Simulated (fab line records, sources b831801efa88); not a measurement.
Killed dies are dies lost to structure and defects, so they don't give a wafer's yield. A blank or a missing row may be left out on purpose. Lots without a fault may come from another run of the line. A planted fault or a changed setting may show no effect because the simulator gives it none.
Which tool did it? | flow gf180mcu | 10 lots, 30 wafers sampled, at 6 steps of a route of 602

WHAT THE GAUGES READ, wafer by wafer
GF_MIM_RS_MEAS_10: measures by four-point-probe.
lot  | measured     | on            | MIM_ALCU_RS (ohm/sq)
L279 | day 24 17:20 | film_metro-02 | 0.1603 0.1604 0.1586
L281 | day 25 13:58 | film_metro-03 | 0.1623 0.1603 0.1623
L282 | day 25 22:20 | film_metro-03 | 0.1624 0.1610 0.1593
L285 | day 26 20:38 | film_metro-02 | 0.1582 0.1585 0.1611
L286 | day 27 09:52 | film_metro-02 | 0.1591 0.1588 0.1560
L291 | day 28 22:28 | film_metro-04 | 0.1005 0.1010 0.0999 0.1004 0.1009 0.1002
L292 | day 29 01:19 | film_metro-02 | 0.1003 0.1005 0.1000 0.1002 0.1008 0.1001
L298 | day 30 14:37 | film_metro-04 | 0.1611 0.1607 0.1594
L299 | day 30 16:54 | film_metro-03 | 0.1559 0.1571 0.1568
L300 | day 31 02:13 | film_metro-04 | 0.1596 0.1606 0.1624

GF_MIM_THK_MEAS_11: measures by xrf.
lot  | measured     | on            | MIM_ALCU_THK (nm)
L279 | day 24 17:28 | film_metro-02 | 200.4 199.4 202.8
L281 | day 25 14:04 | film_metro-03 | 197.1 199.2 197.9
L282 | day 25 22:28 | film_metro-03 | 196.5 198.3 200.3
L285 | day 26 20:46 | film_metro-02 | 202.9 203.4 200.7
L286 | day 27 09:58 | film_metro-02 | 201.4 201.4 206.7
L291 | day 29 00:31 | film_metro-04 | 312.6 311.0 313.5 313.9 313.5 314.9
L292 | day 29 03:09 | film_metro-02 | 316.6 315.1 316.4 315.3 314.4 315.8
L298 | day 30 14:44 | film_metro-04 | 196.2 198.0 200.8
L299 | day 30 17:01 | film_metro-03 | 204.7 204.5 203.7
L300 | day 31 02:19 | film_metro-04 | 198.8 199.5 196.7

WHICH TOOL RAN EACH LOT (tool, then ch and the chambers of the sampled wafers, then the start)
lot  | GF_V4_ETCH_17                                 | GF_MIM_SPUTTER_01            | GF_MIM_SPUTTER_02            | GF_MIM_SPUTTER_08
L279 | rie_diel-01 ch 0,2,3, day 24 17:02 or earlier | pvd_sputter-03, day 24 17:02 | pvd_sputter-03, day 24 17:04 | pvd_sputter-01, day 24 17:17
L281 | rie_diel-03 ch 0,2,3, day 25 13:38 or earlier | pvd_sputter-03, day 25 13:38 | pvd_sputter-03, day 25 13:40 | pvd_sputter-01, day 25 13:53
L282 | rie_diel-01 ch 0,1,2, day 25 22:01 or earlier | pvd_sputter-03, day 25 22:01 | pvd_sputter-03, day 25 22:02 | pvd_sputter-01, day 25 22:17
L285 | rie_diel-04 ch 0,1,2, day 26 20:19 or earlier | pvd_sputter-02, day 26 20:19 | pvd_sputter-02, day 26 20:22 | pvd_sputter-01, day 26 20:35
L286 | rie_diel-01 ch 1,2,3, day 27 09:31 or earlier | pvd_sputter-02, day 27 09:31 | pvd_sputter-02, day 27 09:32 | pvd_sputter-03, day 27 09:46
L291 | rie_diel-04 ch 0,1,3, day 28 22:10 or earlier | pvd_sputter-03, day 28 22:10 | pvd_sputter-03, day 28 22:11 | pvd_sputter-01, day 28 22:25
L292 | rie_diel-04 ch 1,2,3, day 29 00:58 or earlier | pvd_sputter-03, day 29 00:58 | pvd_sputter-03, day 29 01:00 | pvd_sputter-01, day 29 01:14
L298 | rie_diel-03 ch 1,2,3, day 30 14:19 or earlier | pvd_sputter-01, day 30 14:19 | pvd_sputter-01, day 30 14:20 | pvd_sputter-03, day 30 14:34
L299 | rie_diel-03 ch 2,3, day 30 16:35 or earlier   | pvd_sputter-03, day 30 16:35 | pvd_sputter-03, day 30 16:37 | pvd_sputter-02, day 30 16:50
L300 | rie_diel-01 ch 0,2,3, day 31 01:50 or earlier | pvd_sputter-03, day 31 01:50 | pvd_sputter-03, day 31 01:52 | pvd_sputter-02, day 31 02:06
- GF_V4_ETCH_17: etches SiO2 in C4F8/O2/Ar, stops on TiN, target depth 630 nm.
- GF_MIM_SPUTTER_01: material TiN, target thk 30 nm, time 25 s.
- GF_MIM_SPUTTER_02: material AlCu, target thk 450 nm, time 23.9 s.
- GF_MIM_SPUTTER_08: material AlCu, target thk 200 nm, time 10.6 s.

WHAT THE TOOLS THEMSELVES READ (means of the sampled wafers that have a number; where no wafer has one, the mark that the record gives instead)
GF_V4_ETCH_17.
lot  | tool        | oes_product_au (a.u.)
L279 | rie_diel-01 | 0.857
L281 | rie_diel-03 | 0.859
L282 | rie_diel-01 | 0.856
L285 | rie_diel-04 | 0.860
L286 | rie_diel-01 | 0.854
L291 | rie_diel-04 | 0.860
L292 | rie_diel-04 | 0.854
L298 | rie_diel-03 | 0.855
L299 | rie_diel-03 | 0.856
L300 | rie_diel-01 | 0.859

GF_MIM_SPUTTER_01.
lot  | tool           | throttle_valve_pct (%)
L279 | pvd_sputter-03 | 28.7
L281 | pvd_sputter-03 | 28.7
L282 | pvd_sputter-03 | 29.2
L285 | pvd_sputter-02 | 29.0
L286 | pvd_sputter-02 | 29.6
L291 | pvd_sputter-03 | 28.7
L292 | pvd_sputter-03 | 29.3
L298 | pvd_sputter-01 | 31.2
L299 | pvd_sputter-03 | 29.3
L300 | pvd_sputter-03 | 28.7

GF_MIM_SPUTTER_02.
lot  | tool           | throttle_valve_pct (%)
L279 | pvd_sputter-03 | 28.6
L281 | pvd_sputter-03 | 28.6
L282 | pvd_sputter-03 | 29.2
L285 | pvd_sputter-02 | 29.1
L286 | pvd_sputter-02 | 29.7
L291 | pvd_sputter-03 | 28.9
L292 | pvd_sputter-03 | 29.2
L298 | pvd_sputter-01 | 31.2
L299 | pvd_sputter-03 | 29.4
L300 | pvd_sputter-03 | 28.6

GF_MIM_SPUTTER_08.
lot  | tool           | throttle_valve_pct (%)
L279 | pvd_sputter-01 | 31.0
L281 | pvd_sputter-01 | 31.0
L282 | pvd_sputter-01 | 31.4
L285 | pvd_sputter-01 | 31.5
L286 | pvd_sputter-03 | 29.7
L291 | pvd_sputter-01 | 31.1
L292 | pvd_sputter-01 | 31.3
L298 | pvd_sputter-03 | 29.4
L299 | pvd_sputter-02 | 29.6
L300 | pvd_sputter-02 | 29.7

THE ANSWER, worked out from the rows above alone
Rule: what is usual is taken from the lots themselves. Put in order of their means at a reading, lots are off if they are a third of the lots or fewer, leave a main group of 4 or more, and stand apart from it by a gap of 3 or more times the standard deviation of the main group's means; of several such gaps the widest counts. A main group whose means are all the same, to the digits that the tables above print for the reading, isn't used. A lot without any number at a reading at which 4 lots or more have one is off too. The other lots that the step has rows for count as sound. The gauges are gone through in route order, then the tools' own readings, and for those a lot's mean is taken as printed above. The first step at which some lot is off is used, and at that step the reading that is off furthest; a lot without a number counts as furthest.
Off: L291, L292, at GF_MIM_RS_MEAS_10 (MIM_ALCU_RS). The main group: mean 0.1597 ohm/sq, standard deviation 0.0016.
A tool fits if, at a process step before that reading, it ran every lot that is off, and no sound lot after the first of them. The gauges at GF_MIM_RS_MEAS_10 are tried like those tools. GF_V4_ETCH_17 gives no start for some lots, so the hours and the order of its lots are those of GF_MIM_SPUTTER_01. Can't be told from this: 2 tools fit, rie_diel-04 at GF_V4_ETCH_17, pvd_sputter-01 at GF_MIM_SPUTTER_08.

WHAT THE SIMULATOR HAD PUT IN
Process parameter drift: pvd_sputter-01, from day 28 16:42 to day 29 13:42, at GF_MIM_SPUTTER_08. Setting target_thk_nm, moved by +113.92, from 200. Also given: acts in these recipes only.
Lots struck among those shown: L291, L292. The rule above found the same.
